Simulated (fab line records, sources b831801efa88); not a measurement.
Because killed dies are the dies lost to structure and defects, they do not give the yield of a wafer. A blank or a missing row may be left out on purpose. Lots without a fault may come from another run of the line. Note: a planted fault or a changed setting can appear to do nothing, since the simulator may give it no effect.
fab line records	flow sky130
record lots=12	wafers=36	last-day=50
route steps=708 shown METAL1@454 VIA3@596 PASSIVATION@682 PAD_OPEN@708
lots with no fault: from the same line, run without faults
start-h: the number of hours between the record's first day and the start of the first shown wafer of the lot	wait-h: hours since the lot's step before	" same as the row above	L1.1+2: several wafers, shown together as one row	- no value present, or no start provided	* or withheld: withheld	< > ~ a bound
route shown NAME@n: names a module that has steps shown in the file, with the first one's number in the route	usual: mean/standard deviation taken from wafers without a fault	same: alike in all rows	chamber/n: place in a boat	sites: each site's reading	_std_site: the standard deviation of these	_edge_site: mean of outer sites minus mean of inner sites	radius-mm: how far each site lies from the wafer's centre	mask NAME#n: copy n	behind: the tool/chamber that last shaped the wafer	hold: what put the lot on hold/how long, in hours/how the hold closed	device: the n, p or np transistor that did not switch	end of line: the tests these same wafers got at the end of their route	step lacking rows: just its recipe	killed: dies that structure and defects cost at the first sort, which is not the same as the wafer's yield	map: a wafer's dies, x killed, . not, _ none there
set.NAME: the setting the step ran with; set.NAME@STEP: the setting that earlier step ran with	model.NAME: the simulator's own value behind a step, which no gauge read
the route's steps for a sample of lots (tables are steps, rows are wafers)
services: from which hour (start-h, from the record's first day; less than 0 if before it) a tool's chamber was out of use, for how many hours, and why
## steps
# step SKY_METAL1_STRIP_20
# recipe chemistry=O2/N2	power-w=1400	pressure-mtorr=1500	platen-temp-c=withheld	o2-flow-sccm=3000	n2-flow-sccm=300	overash-fraction=0.5
# usual drypump-motor-current-A=5.6/0.51	oes-product-au=0.343/0.0047	strip-time-to-endpoint-s=2.70/0.037
lot.wafer	tool	chamber	start-h	wait-h	drypump-motor-current-A	oes-product-au	rf-hours-counter-h	strip-time-to-endpoint-s
L926.2	plasma-asher-01	1	770.99	0.1	6.1	0.347	34	2.67
L926.3	"	1	"	"	6.1	0.341	-	2.71
L926.4	"	0	"	"	5.0	0.340	-	2.66
L929.1	plasma-asher-01	0	804.59	0.1	5.0	0.344	37	2.71
L929.4	"	0	"	"	5.0	0.342	-	2.69
L929.6	"	1	"	"	6.1	0.343	-	2.76
L931.1	plasma-asher-01	0	817.65	0.1	5.0	0.333	38	2.70
L931.4	"	0	"	"	5.0	0.340	-	2.70
L931.6	"	0	"	"	5.0	0.343	-	2.72
L932.1	plasma-asher-01	0	833.18	0.1	5.0	0.343	40	2.72
L932.2	"	1	"	"	6.1	0.356	40	2.72
L932.6	"	1	"	"	6.1	0.354	-	2.71
L933.1	plasma-asher-02	0	841.15	0.1	5.3	0.339	73	2.74
L933.2	"	1	"	"	5.7	0.346	73	2.73
L933.4	"	1	"	"	5.7	0.342	-	2.73
L935.1	plasma-asher-01	0	852.30	0.1	5.0	0.342	42	2.64
L935.3	"	1	"	"	6.1	0.345	-	2.73
L935.5	"	1	"	"	6.1	0.343	-	2.64
L936.1	plasma-asher-02	0	853.24	0.1	5.3	0.347	74	2.65
L936.3	"	1	"	"	5.7	0.344	-	2.66
L936.5	"	1	"	"	5.7	0.342	-	2.66
L937.1	plasma-asher-01	0	867.35	0.1	5.0	0.352	43	2.71
L937.4	"	1	"	"	6.1	0.340	-	2.72
L937.5	"	0	"	"	5.0	0.337	-	2.71
L938.1	plasma-asher-04	0	875.60	0.1	5.0	0.337	105	2.65
L938.4	"	1	"	"	6.3	0.348	-	2.72
L938.6	"	0	"	"	5.0	0.350	-	2.74
L945.2	plasma-asher-01	0	918.35	0.1	5.0	0.347	49	2.69
L945.3	"	1	"	"	6.1	0.342	-	2.72
L945.4	"	0	"	"	5.0	0.348	-	2.73
L947.2	plasma-asher-01	0	931.35	0.1	5.0	0.338	51	2.70
L947.5	"	0	"	"	5.0	0.340	-	2.63
L947.6	"	1	"	"	6.1	0.335	-	2.67
L948.2	plasma-asher-02	1	939.64	0.1	5.7	0.344	80	2.70
L948.3	"	1	"	"	5.7	0.344	-	2.63
L948.4	"	0	"	"	5.3	0.338	-	2.66
# step SKY_VIA3_THK_MEAS_23
# recipe thk-meas-gauge=xrf	reads=W_of_VIA3_CVD_21
# usual VIA3_W_THK=387/5.3
lot.wafer	tool	chamber	start-h	wait-h	VIA3_W_THK[nm]
L926.2	film-metro-02	-	936.20	0.1	394
L926.3	"	-	"	"	391
L926.4	"	-	"	"	397
L929.1	film-metro-02	-	967.84	0.1	393
L929.4	"	-	"	"	397
L929.6	"	-	"	"	390
L931.1	film-metro-03	-	979.56	0.1	389
L931.4	"	-	"	"	383
L931.6	"	-	"	"	386
L932.1	film-metro-02	-	993.16	0.1	395
L932.2	"	-	"	"	393
L932.6	"	-	"	"	397
L933.1	film-metro-02	-	1000.17	0.1	399
L933.2	"	-	"	"	394
L933.4	"	-	"	"	390
L935.1	film-metro-01	-	1010.71	0.1	383
L935.3	"	-	"	"	383
L935.5	"	-	"	"	383
L936.1	film-metro-03	-	1011.68	0.1	389
L936.3	"	-	"	"	387
L936.5	"	-	"	"	387
L937.1	film-metro-03	-	1023.28	0.1	389
L937.4	"	-	"	"	381
L937.5	"	-	"	"	390
L938.1	film-metro-03	-	1030.77	0.1	385
L938.4	"	-	"	"	382
L938.6	"	-	"	"	381
L945.2	film-metro-02	-	1070.07	0.1	385
L945.3	"	-	"	"	389
L945.4	"	-	"	"	388
L947.2	film-metro-02	-	1081.31	0.1	380
L947.5	"	-	"	"	382
L947.6	"	-	"	"	384
L948.2	film-metro-01	-	1088.23	0.1	380
L948.3	"	-	"	"	384
L948.4	"	-	"	"	385
# step SKY_PASSIVATION_THK_MEAS_01
# recipe reads=SiO2_of_PASSIVATION_CVD_00
# usual PASSIVATION_CVD_00_THK=89.8/1.1
lot.wafer	tool	chamber	start-h	wait-h	PASSIVATION_CVD_00_THK[nm]
L926.2	film-metro-02	-	1036.19	-	89.6
L926.3	"	-	"	"	88.9
L926.4	"	-	"	"	90.3
L929.1	film-metro-02	-	1065.14	-	89.5
L929.4	"	-	"	"	89.5
L929.6	"	-	"	"	91.0
L931.1	film-metro-01	-	1075.30	-	88.2
L931.4	"	-	"	"	91.3
L931.6	"	-	"	"	88.6
L932.1	film-metro-03	-	1088.24	-	89.4
L932.2	"	-	"	"	88.5
L932.6	"	-	"	"	90.4
L933.1	film-metro-03	-	1095.22	-	89.2
L933.2	"	-	"	"	89.3
L933.4	"	-	"	"	90.1
L935.1	film-metro-02	-	1104.19	-	89.7
L935.3	"	-	"	"	89.6
L935.5	"	-	"	"	91.1
L936.1	film-metro-02	-	1105.17	-	90.0
L936.3	"	-	"	"	88.6
L936.5	"	-	"	"	90.3
L937.1	film-metro-02	-	1115.20	-	88.6
L937.4	"	-	"	"	89.5
L937.5	"	-	"	"	90.7
L938.1	film-metro-01	-	1121.06	-	88.9
L938.4	"	-	"	"	90.8
L938.6	"	-	"	"	90.7
L945.2	film-metro-01	-	1155.80	-	90.1
L945.3	"	-	"	"	90.1
L945.4	"	-	"	"	91.6
L947.2	film-metro-01	-	1165.49	-	89.5
L947.5	"	-	"	"	92.1
L947.6	"	-	"	"	90.4
L948.2	film-metro-01	-	1171.63	-	88.3
L948.3	"	-	"	"	87.2
L948.4	"	-	"	"	89.1
# step SKY_PASSIVATION_STRIP_12
# recipe chemistry=O2/N2	power-w=1400	pressure-mtorr=1500	platen-temp-c=withheld	overash-fraction=0.7	o2-flow-sccm=3000	n2-flow-sccm=300
# usual drypump-motor-current-A=5.6/0.34	oes-product-au=0.661/0.0048	strip-time-to-endpoint-s=31.48/0.12
lot.wafer	tool	chamber	start-h	wait-h	drypump-motor-current-A	oes-product-au	rf-hours-counter-h	strip-time-to-endpoint-s
L926.2	plasma-asher-02	0	1058.89	0.1	5.3	0.663	91	31.36
L926.3	"	1	"	"	5.7	0.664	-	31.59
L926.4	"	0	"	"	5.3	0.657	-	31.37
L929.1	plasma-asher-02	1	1086.89	0.1	5.7	0.662	94	31.40
L929.4	"	1	"	"	5.7	0.664	-	31.34
L929.6	"	0	"	"	5.3	0.660	-	31.53
L931.1	plasma-asher-02	1	1096.31	0.1	5.7	0.658	95	31.41
L931.4	"	0	"	"	5.3	0.655	-	31.35
L931.6	"	1	"	"	5.7	0.670	-	31.25
L932.1	plasma-asher-03	1	1108.94	0.1	5.8	0.661	38	31.39
L932.2	"	0	"	"	5.5	0.651	38	31.30
L932.6	"	0	"	"	5.5	0.658	-	31.44
L933.1	plasma-asher-03	1	1115.76	0.1	5.8	0.664	39	31.66
L933.2	"	0	"	"	5.5	0.667	39	31.63
L933.4	"	0	"	"	5.5	0.665	-	31.64
L935.1	plasma-asher-03	1	1124.62	0.1	5.8	0.656	39	31.46
L935.3	"	0	"	"	5.6	0.664	-	31.56
L935.5	"	0	"	"	5.6	0.659	-	31.49
L936.1	plasma-asher-03	0	1125.84	0.1	5.5	0.658	40	31.51
L936.3	"	1	"	"	5.8	0.661	-	31.58
L936.5	"	1	"	"	5.8	0.655	-	31.50
L937.1	plasma-asher-02	0	1135.39	0.1	5.3	0.665	98	31.42
L937.4	"	1	"	"	5.7	0.656	-	31.49
L937.5	"	0	"	"	5.3	0.659	-	31.40
L938.1	plasma-asher-03	0	1141.16	0.1	5.6	0.658	41	31.58
L938.4	"	0	"	"	5.5	0.664	-	31.52
L938.6	"	0	"	"	5.5	0.659	-	31.41
L945.2	plasma-asher-02	1	1173.62	0.1	5.7	0.668	102	31.49
L945.3	"	1	"	"	5.7	0.657	-	31.41
L945.4	"	0	"	"	5.3	0.669	-	31.42
L947.2	plasma-asher-01	1	1180.69	0.1	6.1	0.669	76	31.72
L947.5	"	1	"	"	6.1	0.665	-	31.67
L947.6	"	0	"	"	5.0	0.658	-	31.55
L948.2	plasma-asher-03	0	1186.21	0.1	5.6	0.666	45	31.58
L948.3	"	0	"	"	5.5	0.658	-	31.70
L948.4	"	1	"	"	5.7	0.661	-	31.63
# step SKY_PAD_OPEN_PROBE_99
# usual defect-limited-yield=82.7/1.9	killed_at_M0_to_M3=43/7.1	killed_at_M4_up=3.2/1.9	killed-at-contacts=23/5.1	killed-at-front-end=15/4.5	killed-at-other=0.4/0.65	killed-dies=85/9.4	killed-open=47/6.8	killed-short=38/6.1	sort_bin_3_pad_short=0.8/0.38	sort_bin_5_function=10.3/1.5	sort_bin_6_memory=6.2/1.1	sort-n-pass=407/9.4	sort-yield-pct=82.7/1.9
# same gross-dies=492	killed-at-back-side=0	sort_bin_4_leakage[%]=0	sort_bin_8_speed[%]=0
lot.wafer	tool	chamber	start-h	wait-h	defect-limited-yield[%]	killed_at_M0_to_M3	killed_at_M4_up	killed-at-contacts	killed-at-front-end	killed-at-other	killed-dies	killed-open	killed-short	sort_bin_3_pad_short[%]	sort_bin_5_function[%]	sort_bin_6_memory[%]	sort-n-pass	sort-yield-pct[%]
L945.2	prober-01	-	1189.78	0.1	83.3	40	4	28	10	0	82	45	37	0.8	10.0	5.9	410	83.3
L945.3	prober-01	-	1189.83	0.2	75.8	87	5	12	15	0	119	38	30	3.3	13.4	7.5	373	75.8
L945.4	prober-01	-	1189.88	0.2	84.8	40	1	17	17	0	75	50	25	1.0	8.9	5.3	417	84.8
L947.2	prober-01	-	1198.63	0.1	82.9	44	2	27	11	0	84	42	42	0.4	10.2	6.5	408	82.9
L947.5	prober-01	-	1198.78	0.2	83.3	41	0	26	15	0	82	48	34	1.0	8.7	6.9	410	83.3
L947.6	prober-01	-	1198.83	0.2	74.2	83	7	26	11	0	127	44	33	3.0	16.7	6.1	365	74.2
# killed by level:class
L945.2 CONTACT:geometric-particle:open=10 LI_CONTACT:geometric-particle:short=7 VIA1:geometric-particle:open=7 LI_CONTACT:geometric-particle:open=6 METAL2:geometric-particle:short=6 VIA2:geometric-particle:open=5 VIA2:geometric-particle:short=4 VIA3:geometric-particle:open=4
L945.3 METAL1:unspecified=50 VIA1:geometric-particle:open=12 VIA3:geometric-particle:open=7 VIA1:geometric-particle:short=6 FIELD_ISO:geometric-particle:short=5 LI_CONTACT:geometric-particle:open=5 POLY_GATE:geometric-particle:open=4 CONTACT:geometric-particle:short=4
L945.4 VIA2:geometric-particle:open=15 FIELD_ISO:geometric-particle:open=7 CONTACT:geometric-particle:open=6 VIA1:geometric-particle:open=4 VIA1:geometric-particle:short=4 VIA3:geometric-particle:open=4 FIELD_ISO:geometric-particle:short=3 LI_CONTACT:geometric-particle:short=3
L947.2 VIA1:geometric-particle:open=11 LOCAL_INTERCONNECT:geometric-particle:short=8 VIA1:geometric-particle:short=8 CONTACT:geometric-particle:open=7 VIA2:geometric-particle:short=6 VIA3:geometric-particle:open=6 FIELD_ISO:geometric-particle:open=5 CONTACT:geometric-particle:short=5
L947.5 VIA1:geometric-particle:open=17 CONTACT:geometric-particle:open=9 LI_CONTACT:geometric-particle:open=7 LOCAL_INTERCONNECT:geometric-particle:short=5 METAL2:geometric-particle:short=5 FIELD_ISO:geometric-particle:open=4 METAL1:geometric-particle:short=4 VIA2:geometric-particle:open=4
L947.6 METAL1:unspecified=49 LI_CONTACT:geometric-particle:open=9 CONTACT:geometric-particle:open=8 VIA1:geometric-particle:open=8 VIA2:geometric-particle:open=7 METAL4:geometric-particle:short=5 VIA3:geometric-particle:short=4 VIA2:geometric-particle:short=4
## services
tool	chamber	start-h	hours	kind
plasma-asher-03	-	749.81	1.8	repair
plasma-asher-02	-	855.73	1.6	repair
plasma-asher-02	-	867.66	14.6	pm
plasma-asher-02	-	911.57	11.8	repair
plasma-asher-04	-	974.62	22.6	repair
plasma-asher-04	-	997.25	2.8	pm
plasma-asher-02	-	1001.48	18.3	repair
plasma-asher-03	-	1006.01	2.8	pm
plasma-asher-04	-	1055.25	9.0	pm
plasma-asher-04	0	1055.25	9.0	vent-cycle
plasma-asher-04	1	1055.25	9.0	vent-cycle
plasma-asher-04	0	1064.25	-	clean
plasma-asher-04	1	1064.25	-	clean
plasma-asher-02	-	1075.65	3.7	repair
plasma-asher-01	-	1143.21	0.6	repair
## key
first-sign step=SKY_PAD_OPEN_PROBE_99	reading=sort_bin_3_pad_short	direction=up	sigmas=6.1	usual=0.8	struck=3.2
effect step=SKY_PAD_OPEN_PROBE_99	reading=killed_at_M0_to_M3	direction=up	sigmas=5.9	usual=43	struck=85
met-at SKY_METAL1_STRIP_20
struck-lots L945,L947
struck-wafers L945.3,L947.6
not-acting-at SKY_VIA3_THK_MEAS_23,SKY_PASSIVATION_THK_MEAS_01,SKY_PASSIVATION_STRIP_12
onset-between 867.35 918.35
fault kind=chamber-particle-source	tool=plasma-asher-01	chamber=1	onset-h=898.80	steps=SKY_METAL1_STRIP_20	rate-per-visit-cm2=0.97281	end-h=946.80
